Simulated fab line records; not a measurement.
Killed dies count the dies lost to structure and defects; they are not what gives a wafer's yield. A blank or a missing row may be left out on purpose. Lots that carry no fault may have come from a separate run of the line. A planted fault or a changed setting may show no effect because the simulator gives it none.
fab line records | flow sky130
record: lots: 6 | wafers: 18 | lastDay: 50
route steps=708 shown VT_ADJUST_HVTP@93 VT_ADJUST_LVTN@97 PAD_OPEN@708
lots with no fault: from the same line, run without faults
startH: the number of hours between the record's first day and the start of the first shown wafer of the lot | waitH: hours elapsed since this lot's preceding step | " as in the row above | L1.1+2: a single row standing in for several wafers | - value missing, or start not given | * or withheld: withheld | < > ~ a bound
route shown NAME@n: a module of which the file shows steps, and the number in the route of the first | usual: the fault-free wafers' mean and standard deviation | same: alike in all rows | chamber/n: place in a boat | sites: each site's reading | _std_site: standard deviation of those values | _edge_site: outer sites' mean less inner sites' | radiusMm: for every site, how far away it sits from the centre of the wafer | mask NAME#n: copy n | behind: tool/chamber where the wafer was last shaped | hold: why the lot went on hold/how many hours it stayed there/how the hold came to an end | device: names the non-switching transistor (n, p or np) | end of line: the route-end tests of the same wafers | step lacking rows: just its recipe | killed: at the first sort, the dies lost to defects and structure; wafer yield is something else | map: shows each die of a wafer: x if killed, . if not, _ if none is there
set.NAME: the setting that was run; set.NAME@STEP: the one run at that earlier step | model.NAME: the simulator's own value behind a step, which no gauge read
certain route steps with their lots: each step a table, each wafer a row
services: when a tool's chamber went out of use (startH, in hours from the record's first day, below 0 if earlier), for how many hours, and the reason
== steps ==
step: SKY_VT_ADJUST_HVTP_OVL_MEAS_08
usual: VT_ADJUST_HVTP_OVL: 0.8/1.4
lot.wafer | tool       | chamber | startH | waitH | VT_ADJUST_HVTP_OVL[nm]
L664.2    | overlay-02 | -       | 139.91 | 0.1   | -2.4
L664.3    | "          | -       | "      | "     | -1.6
L664.5    | "          | -       | "      | "     | -0.7
L669.2    | overlay-01 | -       | 172.26 | 0.1   | 1.3
L669.3    | "          | -       | "      | "     | 1.8
L669.5    | "          | -       | "      | "     | 2.2
L672.1    | overlay-01 | -       | 188.02 | 0.1   | -2.6
L672.3    | "          | -       | "      | "     | -0.9
L672.6    | "          | -       | "      | "     | -2.0
L679.2    | overlay-01 | -       | 239.46 | 0.1   | 1.9
L679.4    | "          | -       | "      | "     | 0.3
L679.6    | "          | -       | "      | "     | 1.5
L681.3    | overlay-02 | -       | 251.02 | 0.1   | 2.6
L681.5    | "          | -       | "      | "     | 0.8
L681.6    | "          | -       | "      | "     | 1.7
L683.1    | overlay-02 | -       | 265.52 | 0.1   | 2.1
L683.3    | "          | -       | "      | "     | 2.0
L683.5    | "          | -       | "      | "     | -0.3
step: SKY_VT_ADJUST_HVTP_IMPLANT_09
recipe: species: As | energyKev: 150 | doseCm2: 4.3e+12 | tiltDeg: withheld
step: SKY_VT_ADJUST_HVTP_STRIP_10
recipe: chemistry: O2/N2 | powerW: 1400 | pressureMtorr: 1500 | platenTempC: withheld | o2FlowSccm: 3000 | n2FlowSccm: 300 | overashFraction: 0.5
usual: drypumpMotorCurrentA: 5.5/0.48 | oesProductAu: 0.715/0.0042 | stripTimeToEndpointS: 14.18/0.049
lot.wafer | tool           | chamber | startH | waitH | drypumpMotorCurrentA | oesProductAu | rfHoursCounterH | stripTimeToEndpointS
L664.2    | plasmaAsher-01 | 0       | 140.09 | 0.1   | 5.2                  | 0.721        | 2               | 14.13
L664.3    | "              | 1       | "      | "     | 5.4                  | 0.713        | -               | 14.19
L664.5    | "              | 0       | "      | "     | 5.2                  | 0.719        | -               | 14.18
L669.2    | plasmaAsher-03 | 1       | 172.44 | 0.1   | 5.9                  | 0.714        | 49              | 14.11
L669.3    | "              | 1       | "      | "     | 5.9                  | 0.720        | -               | 14.07
L669.5    | "              | 1       | "      | "     | 5.9                  | 0.711        | -               | 14.10
L672.1    | plasmaAsher-04 | 0       | 188.21 | 0.1   | 5.2                  | 0.714        | 36              | 14.21
L672.3    | "              | 0       | "      | "     | 5.2                  | 0.721        | -               | 14.24
L672.6    | "              | 0       | "      | "     | 5.2                  | 0.716        | -               | 14.19
L679.2    | plasmaAsher-04 | 0       | 239.64 | 0.1   | 5.2                  | 0.715        | 41              | 14.18
L679.4    | "              | 1       | "      | "     | 5.1                  | 0.714        | -               | 14.17
L679.6    | "              | 0       | "      | "     | 5.2                  | 0.713        | -               | 14.16
L681.3    | plasmaAsher-01 | 0       | 251.22 | 0.1   | 5.2                  | 0.715        | -               | 14.19
L681.5    | "              | 0       | "      | "     | 5.2                  | 0.718        | -               | 14.21
L681.6    | "              | 1       | "      | "     | 5.3                  | 0.713        | -               | 14.28
L683.1    | plasmaAsher-04 | 1       | 265.71 | 0.1   | 5.1                  | 0.712        | 43              | 14.12
L683.3    | "              | 1       | "      | "     | 5.1                  | 0.720        | -               | 14.15
L683.5    | "              | 0       | "      | "     | 5.2                  | 0.712        | -               | 14.17
step: SKY_VT_ADJUST_HVTP_TW_MEAS_11
usual: VT_ADJUST_HVTP_TW: 1361/13
lot.wafer | tool         | chamber | startH | waitH | VT_ADJUST_HVTP_TW
L664.2    | filmMetro-03 | -       | 140.20 | 0.1   | 1383
L664.3    | "            | -       | "      | "     | 1379
L664.5    | "            | -       | "      | "     | 1390
L669.2    | filmMetro-04 | -       | 172.55 | 0.1   | 1366
L669.3    | "            | -       | "      | "     | 1364
L669.5    | "            | -       | "      | "     | 1363
L672.1    | filmMetro-02 | -       | 188.31 | 0.1   | 1345
L672.3    | "            | -       | "      | "     | 1347
L672.6    | "            | -       | "      | "     | 1344
L679.2    | filmMetro-02 | -       | 239.75 | 0.1   | 1337
L679.4    | "            | -       | "      | "     | 1347
L679.6    | "            | -       | "      | "     | 1340
L681.3    | filmMetro-02 | -       | 251.31 | 0.1   | 1346
L681.5    | "            | -       | "      | "     | 1355
L681.6    | "            | -       | "      | "     | 1357
L683.1    | filmMetro-04 | -       | 265.81 | 0.1   | 1352
L683.3    | "            | -       | "      | "     | 1358
L683.5    | "            | -       | "      | "     | 1356
step: SKY_VT_ADJUST_LVTN_DEHYDRATE_00
recipe: tempC: 200 | timeS: 60
step: SKY_VT_ADJUST_LVTN_HMDS_01
recipe: primeTimeS: 60 | primeTempC: 120
step: SKY_VT_ADJUST_LVTN_COAT_02
recipe: spinRpm: 2000 | resistThkNm: 3000
step: SKY_VT_ADJUST_LVTN_SOFTBAKE_03
recipe: tempC: 110 | timeS: withheld
step: SKY_VT_ADJUST_LVTN_EXPOSE_04
recipe: maskId: NWM_COMPLEMENT_LESS_NATIVE | na: 0.6 | sourceShape: conventional | sigmaOuter: 0.6 | polarization: unpolarized | targetCdNm: 840 | doseMj: 194
step: SKY_VT_ADJUST_LVTN_PEB_05
recipe: tempC: 115 | timeS: withheld
step: SKY_VT_ADJUST_LVTN_DEVELOP_06
recipe: wallAngleDeg: 90 | developer: TMAH | developTimeS: 60 | devTempC: 23
step: SKY_VT_ADJUST_LVTN_OVL_MEAS_07
usual: VT_ADJUST_LVTN_OVL: -1.0/1.4
lot.wafer | tool       | chamber | startH | waitH | VT_ADJUST_LVTN_OVL[nm]
L664.2    | overlay-02 | -       | 160.29 | -     | -1.2
L664.3    | "          | -       | "      | "     | 0.7
L664.5    | "          | -       | "      | "     | -1.3
L669.2    | overlay-01 | -       | 193.54 | -     | -2.0
L669.3    | "          | -       | "      | "     | -2.2
L669.5    | "          | -       | "      | "     | -1.7
L672.1    | overlay-02 | -       | 209.64 | -     | -1.0
L672.3    | "          | -       | "      | "     | 0.4
L672.6    | "          | -       | "      | "     | 0.9
L679.2    | overlay-02 | -       | 263.45 | -     | -0.3
L679.4    | "          | -       | "      | "     | -1.5
L679.6    | "          | -       | "      | "     | -1.4
L681.3    | overlay-02 | -       | 275.15 | -     | -0.4
L681.5    | "          | -       | "      | "     | 0.9
L681.6    | "          | -       | "      | "     | -2.1
L683.1    | overlay-02 | -       | 290.93 | -     | -2.3
L683.3    | "          | -       | "      | "     | -1.2
L683.5    | "          | -       | "      | "     | -1.0
step: SKY_VT_ADJUST_LVTN_IMPLANT_08
recipe: species: B | energyKev: 30 | doseCm2: 1.57e+12 | tiltDeg: withheld
usual: beamEnergyKeV: 29.998/0.0094 | doseIonsCm2: 1.5701e+12/1.9e+09 | faradayCurrentUA: 8.87/0.16
lot.wafer | tool         | chamber | startH | waitH | beamEnergyKeV | doseIonsCm2 | faradayCurrentUA
L664.2    | implanter-01 | 0       | 160.35 | 0.0   | 29.994        | 1.5684e+12  | 8.62
L664.3    | "            | 0       | "      | "     | 29.998        | 1.5703e+12  | 8.68
L664.5    | "            | 0       | "      | "     | 30.007        | 1.5701e+12  | 8.91
L669.2    | implanter-04 | 0       | 193.60 | 0.0   | 30.000        | 2.3093e+12  | 13.08
L669.3    | "            | 0       | "      | "     | 30.007        | 2.3075e+12  | 13.29
L669.5    | "            | 0       | "      | "     | 30.001        | 2.3064e+12  | 12.99
L672.1    | implanter-04 | 0       | 209.67 | 0.0   | 30.013        | 2.3081e+12  | 13.25
L672.3    | "            | 0       | "      | "     | 30.015        | 2.3097e+12  | 13.33
L672.6    | "            | 0       | "      | "     | 30.018        | 2.3059e+12  | 13.22
L679.2    | implanter-01 | 0       | 263.50 | 0.0   | 29.975        | 1.571e+12   | 8.82
L679.4    | "            | 0       | "      | "     | 29.982        | 1.5699e+12  | 8.53
L679.6    | "            | 0       | "      | "     | 29.988        | 1.5702e+12  | 8.77
L681.3    | implanter-01 | 0       | 275.22 | 0.1   | 30.013        | 1.5722e+12  | 8.84
L681.5    | "            | 0       | "      | "     | 30.007        | 1.572e+12   | 8.88
L681.6    | "            | 0       | "      | "     | 29.989        | 1.5715e+12  | 8.79
L683.1    | implanter-04 | 0       | 290.97 | 0.0   | 29.992        | 1.5727e+12  | 8.89
L683.3    | "            | 0       | "      | "     | 29.995        | 1.5714e+12  | 9.14
L683.5    | "            | 0       | "      | "     | 30.009        | 1.57e+12    | 8.98
step: SKY_VT_ADJUST_LVTN_STRIP_09
recipe: chemistry: O2/N2 | powerW: 1400 | pressureMtorr: 1500 | platenTempC: withheld | o2FlowSccm: 3000 | n2FlowSccm: 300 | overashFraction: 0.5
usual: drypumpMotorCurrentA: 5.7/0.53 | oesProductAu: 0.722/0.0049 | stripTimeToEndpointS: 37.02/0.091
lot.wafer | tool           | chamber | startH | waitH | drypumpMotorCurrentA | oesProductAu | rfHoursCounterH | stripTimeToEndpointS
L664.2    | plasmaAsher-03 | 1       | 160.47 | 0.1   | 5.9                  | 0.724        | 48              | 37.00
L664.3    | "              | 1       | "      | "     | 5.9                  | 0.723        | -               | 37.11
L664.5    | "              | 0       | "      | "     | 6.4                  | 0.723        | -               | 37.21
L669.2    | plasmaAsher-04 | 0       | 193.72 | 0.1   | 5.2                  | 0.729        | 37              | 37.00
L669.3    | "              | 0       | "      | "     | 5.2                  | 0.722        | -               | 37.14
L669.5    | "              | 0       | "      | "     | 5.2                  | 0.719        | -               | 37.07
L672.1    | plasmaAsher-03 | 1       | 209.82 | 0.1   | 5.9                  | 0.710        | 53              | 36.94
L672.3    | "              | 0       | "      | "     | 6.5                  | 0.727        | -               | 37.00
L672.6    | "              | 1       | "      | "     | 5.9                  | 0.726        | -               | 37.05
L679.2    | plasmaAsher-03 | 1       | 263.63 | 0.1   | 5.9                  | 0.723        | 58              | 37.03
L679.4    | "              | 0       | "      | "     | 6.5                  | 0.733        | -               | 37.10
L679.6    | "              | 0       | "      | "     | 6.5                  | 0.720        | -               | 37.06
L681.3    | plasmaAsher-03 | 0       | 275.35 | 0.1   | 6.5                  | 0.726        | -               | 37.16
L681.5    | "              | 0       | "      | "     | 6.5                  | 0.718        | -               | 37.08
L681.6    | "              | 1       | "      | "     | 5.9                  | 0.730        | -               | 37.20
L683.1    | plasmaAsher-03 | 0       | 291.12 | 0.1   | 6.5                  | 0.725        | 61              | 36.97
L683.3    | "              | 0       | "      | "     | 6.5                  | 0.716        | -               | 37.02
L683.5    | "              | 1       | "      | "     | 5.9                  | 0.722        | -               | 37.10
step: SKY_VT_ADJUST_LVTN_TW_MEAS_10
usual: VT_ADJUST_LVTN_TW: 243.5/2.3
lot.wafer | tool         | chamber | startH | waitH | VT_ADJUST_LVTN_TW
L664.2    | filmMetro-01 | -       | 160.58 | 0.1   | 246.3
L664.3    | "            | -       | "      | "     | 245.5
L664.5    | "            | -       | "      | "     | 247.5
L669.2    | filmMetro-03 | -       | 193.83 | 0.1   | 272.9
L669.3    | "            | -       | "      | "     | 271.9
L669.5    | "            | -       | "      | "     | 272.9
L672.1    | filmMetro-03 | -       | 209.92 | 0.1   | 274.3
L672.3    | "            | -       | "      | "     | 275.2
L672.6    | "            | -       | "      | "     | 273.8
L679.2    | filmMetro-03 | -       | 263.74 | 0.1   | 245.4
L679.4    | "            | -       | "      | "     | 244.0
L679.6    | "            | -       | "      | "     | 245.9
L681.3    | filmMetro-04 | -       | 275.44 | 0.1   | 241.3
L681.5    | "            | -       | "      | "     | 241.1
L681.6    | "            | -       | "      | "     | 242.0
L683.1    | filmMetro-04 | -       | 291.22 | 0.1   | 241.3
L683.3    | "            | -       | "      | "     | 241.0
L683.5    | "            | -       | "      | "     | 240.9
step: SKY_VT_ADJUST_LVTN_DEHYDRATE_11
recipe: tempC: 200 | timeS: 60
step: SKY_PAD_OPEN_PROBE_99
usual: killed_at_M0_to_M3: 44/7 | killed_at_M4_up: 3.2/1.8 | killedAtContacts: 24/5.1 | killedAtFrontEnd: 15/4.3 | killedAtOther: 0.3/0.5 | killedDies: 86/9.6 | killedOpen: 48/7.1 | killedShort: 38/6.7
same: grossDies: 492 | killedAtBackSide: 0
lot.wafer | tool      | chamber | startH  | waitH | killed_at_M0_to_M3 | killed_at_M4_up | killedAtContacts | killedAtFrontEnd | killedAtOther | killedDies | killedOpen | killedShort | model.etest.nfet_01v8_lvt.vtSatV | model.etest.nfet_01v8_lvt.vtV | model.etest.nfet_01v8.vtSatV | model.etest.nfet_01v8_turned.vtSatV | model.etest.nfet_01v8_swapped.vtSatV | model.etest.nfet_01v8_lvt.vtLongV | model.etest.nfet_01v8_lvt.bodyRiseV | model.etest.nfet_01v8.bodyRiseV
L664.2    | prober-02 | -       | 1093.07 | 0.1   | 56                 | 0               | 21               | 12               | 0             | 89         | 49         | 40          | 0.5307                           | 0.606                         | 0.6378                       | 0.643                               | 0.6441                               | 0.4342                            | 0.1425                              | 0.1782
L664.3    | prober-02 | -       | 1093.12 | 0.2   | 39                 | 1               | 13               | 8                | 0             | 61         | 30         | 31          | 0.5245                           | 0.6031                        | 0.6325                       | 0.6345                              | 0.6388                               | 0.429                             | 0.142                               | 0.1777
L664.5    | prober-02 | -       | 1093.22 | 0.2   | 58                 | 2               | 24               | 16               | 1             | 101        | 63         | 38          | 0.5234                           | 0.6048                        | 0.6272                       | 0.6319                              | 0.6365                               | 0.4306                            | 0.1423                              | 0.1757
L669.2    | prober-01 | -       | 1124.31 | 0.1   | 39                 | 6               | 21               | 18               | 0             | 84         | 58         | 25          | 0.5664                           | 0.6255                        | 0.6659                       | 0.668                               | 0.6651                               | 0.4452                            | 0.153                               | 0.1819
L669.3    | prober-01 | -       | 1124.36 | 0.2   | 39                 | 4               | 26               | 19               | 0             | 88         | 54         | 33          | 0.5708                           | 0.6349                        | 0.6667                       | 0.6676                              | 0.6695                               | 0.458                             | 0.154                               | 0.1842
L669.5    | prober-01 | -       | 1124.46 | 0.2   | 48                 | 3               | 22               | 10               | 0             | 83         | 42         | 41          | 0.5669                           | 0.6244                        | 0.667                        | 0.6661                              | 0.6648                               | 0.4512                            | 0.1552                              | 0.1834
L672.1    | prober-02 | -       | 1137.30 | 0.1   | 37                 | 7               | 24               | 9                | 1             | 78         | 43         | 35          | 0.5597                           | 0.616                         | 0.6558                       | 0.6546                              | 0.6531                               | 0.4358                            | 0.1483                              | 0.1783
L672.3    | prober-02 | -       | 1137.40 | 0.2   | 41                 | 6               | 15               | 10               | 1             | 73         | 38         | 35          | 0.5598                           | 0.6236                        | 0.6542                       | 0.6603                              | 0.6623                               | 0.4451                            | 0.1515                              | 0.1814
L672.6    | prober-02 | -       | 1137.55 | 0.2   | 40                 | 2               | 19               | 9                | 1             | 71         | 41         | 30          | 0.5593                           | 0.6204                        | 0.6599                       | 0.6609                              | 0.6654                               | 0.4442                            | 0.1542                              | 0.1828
L679.2    | prober-01 | -       | 1182.32 | 0.1   | 39                 | 1               | 19               | 10               | 1             | 70         | 39         | 30          | 0.5268                           | 0.6021                        | 0.6342                       | 0.635                               | 0.6344                               | 0.4269                            | 0.1452                              | 0.1779
L679.4    | prober-01 | -       | 1182.42 | 0.2   | 47                 | 4               | 21               | 14               | 0             | 86         | 50         | 34          | 0.5221                           | 0.5996                        | 0.6308                       | 0.6282                              | 0.6333                               | 0.4303                            | 0.1478                              | 0.1804
L679.6    | prober-01 | -       | 1182.52 | 0.2   | 44                 | 1               | 14               | 11               | 1             | 71         | 39         | 32          | 0.5374                           | 0.6069                        | 0.6452                       | 0.648                               | 0.6453                               | 0.4309                            | 0.1449                              | 0.1784
L681.3    | prober-01 | -       | 1186.60 | 0.2   | 32                 | 4               | 37               | 18               | 0             | 91         | 52         | 39          | 0.5314                           | 0.6116                        | 0.6468                       | 0.645                               | 0.6486                               | 0.446                             | 0.1485                              | 0.1835
L681.5    | prober-01 | -       | 1186.70 | 0.2   | 37                 | 4               | 27               | 8                | 1             | 77         | 43         | 34          | 0.5229                           | 0.6055                        | 0.6414                       | 0.6406                              | 0.6422                               | 0.4411                            | 0.1474                              | 0.1798
L681.6    | prober-01 | -       | 1186.75 | 0.2   | 51                 | 1               | 24               | 13               | 0             | 89         | 48         | 41          | 0.5121                           | 0.5976                        | 0.6317                       | 0.6366                              | 0.6343                               | 0.4371                            | 0.145                               | 0.1799
L683.1    | prober-01 | -       | 1199.27 | 0.1   | 47                 | 2               | 26               | 17               | 0             | 92         | 48         | 44          | 0.522                            | 0.5947                        | 0.6294                       | 0.6279                              | 0.6309                               | 0.4243                            | 0.1426                              | 0.1723
L683.3    | prober-01 | -       | 1199.37 | 0.2   | 39                 | 4               | 29               | 15               | 1             | 88         | 35         | 52          | 0.5298                           | 0.6051                        | 0.6347                       | 0.6355                              | 0.6396                               | 0.4305                            | 0.1449                              | 0.1772
L683.5    | prober-01 | -       | 1199.47 | 0.2   | 55                 | 5               | 26               | 9                | 0             | 95         | 44         | 50          | 0.5373                           | 0.6089                        | 0.643                        | 0.6425                              | 0.6477                               | 0.4354                            | 0.1433                              | 0.1772
killed by level:class
L664.2 VIA1:geometricParticle:open=10 CONTACT:geometricParticle:open=10 VIA3:geometricParticle:open=10 METAL2:geometricParticle:short=8 VIA2:geometricParticle:open=7 VIA1:geometricParticle:short=6 CONTACT:geometricParticle:short=5 LI_CONTACT:geometricParticle:short=4
L664.3 VIA1:geometricParticle:open=8 VIA2:geometricParticle:open=8 VIA1:geometricParticle:short=7 CONTACT:geometricParticle:open=4 METAL2:geometricParticle:short=4 POLY_GATE:geometricParticle:short=3 LI_CONTACT:geometricParticle:short=3 LI_CONTACT:geometricParticle:open=3
L664.5 VIA1:geometricParticle:open=13 CONTACT:geometricParticle:open=10 VIA2:geometricParticle:open=9 VIA3:geometricParticle:open=9 VIA1:geometricParticle:short=7 POLY_GATE:geometricParticle:open=6 LI_CONTACT:geometricParticle:open=6 METAL3:geometricParticle:short=6
L669.2 VIA1:geometricParticle:open=14 LI_CONTACT:geometricParticle:open=9 CONTACT:geometricParticle:open=9 VIA3:geometricParticle:open=8 FIELD_ISO:geometricParticle:open=6 VIA2:geometricParticle:open=6 FIELD_ISO:geometricParticle:short=4 METAL4:geometricParticle:short=4
L669.3 CONTACT:geometricParticle:open=13 VIA1:geometricParticle:open=12 LI_CONTACT:geometricParticle:open=6 METAL2:geometricParticle:short=5 FIELD_ISO:geometricParticle:short=5 FIELD_ISO:geometricParticle:open=5 POLY_GATE:geometricParticle:open=5 VIA2:geometricParticle:open=4
L669.5 VIA1:geometricParticle:open=12 CONTACT:geometricParticle:open=9 METAL1:geometricParticle:short=7 VIA3:geometricParticle:open=6 VIA2:geometricParticle:open=6 POLY_GATE:geometricParticle:short=4 CONTACT:geometricParticle:short=4 VIA1:geometricParticle:short=4
L672.1 VIA2:geometricParticle:open=8 CONTACT:geometricParticle:open=7 VIA1:geometricParticle:open=6 LI_CONTACT:geometricParticle:open=6 METAL2:geometricParticle:short=6 CONTACT:geometricParticle:short=4 VIA1:geometricParticle:short=4 METAL4:geometricParticle:short=4
L672.3 CONTACT:geometricParticle:open=7 VIA1:geometricParticle:open=7 VIA2:geometricParticle:open=6 VIA1:geometricParticle:short=5 METAL2:geometricParticle:short=5 METAL4:geometricParticle:short=5 VIA3:geometricParticle:open=4 FIELD_ISO:geometricParticle:open=3
L672.6 CONTACT:geometricParticle:open=11 VIA1:geometricParticle:open=9 METAL2:geometricParticle:short=7 VIA3:geometricParticle:open=7 LI_CONTACT:geometricParticle:open=5 VIA2:geometricParticle:short=4 FIELD_ISO:geometricParticle:short=3 VIA3:geometricParticle:short=3
L679.2 CONTACT:geometricParticle:open=11 VIA1:geometricParticle:open=8 VIA1:geometricParticle:short=6 VIA3:geometricParticle:open=6 VIA2:geometricParticle:open=4 VIA3:geometricParticle:short=4 LI_CONTACT:geometricParticle:short=3 CONTACT:geometricParticle:short=3
L679.4 VIA1:geometricParticle:open=18 CONTACT:geometricParticle:open=8 LI_CONTACT:geometricParticle:open=6 VIA3:geometricParticle:open=6 POLY_GATE:geometricParticle:open=4 VIA2:geometricParticle:short=4 METAL1:geometricParticle:short=4 VIA2:geometricParticle:open=4
L679.6 VIA1:geometricParticle:open=13 METAL1:geometricParticle:short=8 VIA3:geometricParticle:open=7 POLY_GATE:geometricParticle:open=4 LI_CONTACT:geometricParticle:open=4 CONTACT:geometricParticle:short=4 CONTACT:geometricParticle:open=4 METAL2:geometricParticle:short=4
L681.3 LI_CONTACT:geometricParticle:open=13 CONTACT:geometricParticle:open=8 VIA1:geometricParticle:open=8 LOCAL_INTERCONNECT:geometricParticle:short=7 VIA3:geometricParticle:open=7 CONTACT:geometricParticle:short=6 FIELD_ISO:geometricParticle:open=4 POLY_GATE:geometricParticle:open=4
L681.5 VIA1:geometricParticle:open=11 LI_CONTACT:geometricParticle:open=8 CONTACT:geometricParticle:open=8 METAL2:geometricParticle:short=8 LOCAL_INTERCONNECT:geometricParticle:short=5 VIA2:geometricParticle:open=4 VIA3:geometricParticle:open=4 METAL4:geometricParticle:short=4
L681.6 VIA2:geometricParticle:open=11 CONTACT:geometricParticle:open=8 VIA1:geometricParticle:open=7 VIA3:geometricParticle:open=7 CONTACT:geometricParticle:short=6 VIA2:geometricParticle:short=6 LOCAL_INTERCONNECT:geometricParticle:short=5 METAL2:geometricParticle:short=5
L683.1 CONTACT:geometricParticle:open=10 VIA1:geometricParticle:open=10 VIA3:geometricParticle:open=8 POLY_GATE:geometricParticle:short=7 VIA2:geometricParticle:open=6 CONTACT:geometricParticle:short=6 FIELD_ISO:geometricParticle:short=4 FIELD_ISO:geometricParticle:open=4
L683.3 METAL1:geometricParticle:short=12 CONTACT:geometricParticle:open=11 VIA1:geometricParticle:open=8 LI_CONTACT:geometricParticle:open=7 METAL2:geometricParticle:short=5 FIELD_ISO:geometricParticle:short=4 POLY_GATE:geometricParticle:short=4 SPACER:geometricParticle:short=4
L683.5 CONTACT:geometricParticle:open=8 VIA3:geometricParticle:open=8 CONTACT:geometricParticle:short=7 VIA1:geometricParticle:open=7 METAL2:geometricParticle:short=7 VIA2:geometricParticle:open=7 LI_CONTACT:geometricParticle:open=6 METAL3:geometricParticle:short=6
== services ==
tool           | chamber | startH | hours | kind
plasmaAsher-01 | 0       | 117.75 | -     | clean
plasmaAsher-01 | 1       | 117.75 | -     | clean
plasmaAsher-04 | -       | 142.21 | 0.7   | repair
implanter-04   | -       | 145.82 | 4.1   | pm
implanter-04   | -       | 177.65 | 4.5   | repair
plasmaAsher-03 | -       | 191.77 | 4.0   | repair
plasmaAsher-04 | -       | 214.32 | 2.8   | pm
implanter-01   | -       | 233.02 | 1.0   | repair
implanter-01   | -       | 244.54 | 4.0   | pm
implanter-04   | -       | 258.09 | 13.9  | repair
plasmaAsher-01 | -       | 289.07 | 0.7   | repair
== key ==
firstSign: step: SKY_VT_ADJUST_LVTN_IMPLANT_08 | reading: doseIonsCm2 | direction: up | sigmas: 99+ | usual: * | struck: *
effect: step: SKY_VT_ADJUST_LVTN_IMPLANT_08 | reading: faradayCurrentUA | direction: up | sigmas: 26 | usual: 8.87 | struck: 13.20
effect: step: SKY_VT_ADJUST_LVTN_TW_MEAS_10 | reading: VT_ADJUST_LVTN_TW | direction: up | sigmas: 13 | usual: 243.5 | struck: 273.5
modelEffect: step: SKY_PAD_OPEN_PROBE_99 | value: etest.nfet_01v8_lvt.vtSatV | without: 0.5407 | struck: 0.5638
metAt SKY_VT_ADJUST_LVTN_IMPLANT_08
struckWafers L669.2,L669.3,L669.5,L672.1,L672.3,L672.6
testerLeftOut L669,L672
fault: kind: processParameterDrift | tool: implanter-04 | chamber: - | onsetH: 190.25 | steps: SKY_VT_ADJUST_LVTN_IMPLANT_08 | channel: doseCm2 | offset: * | shape: step | endH: 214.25 | actsIn: * | stated: *
testerLeftOut: of these lots the tester's yield and bins aren't shown, on N5 and GAA mostly nor the transistor test; their killed dies are dies lost to structure and defects alone, not to doping, threshold or leakage, so they don't give the yield
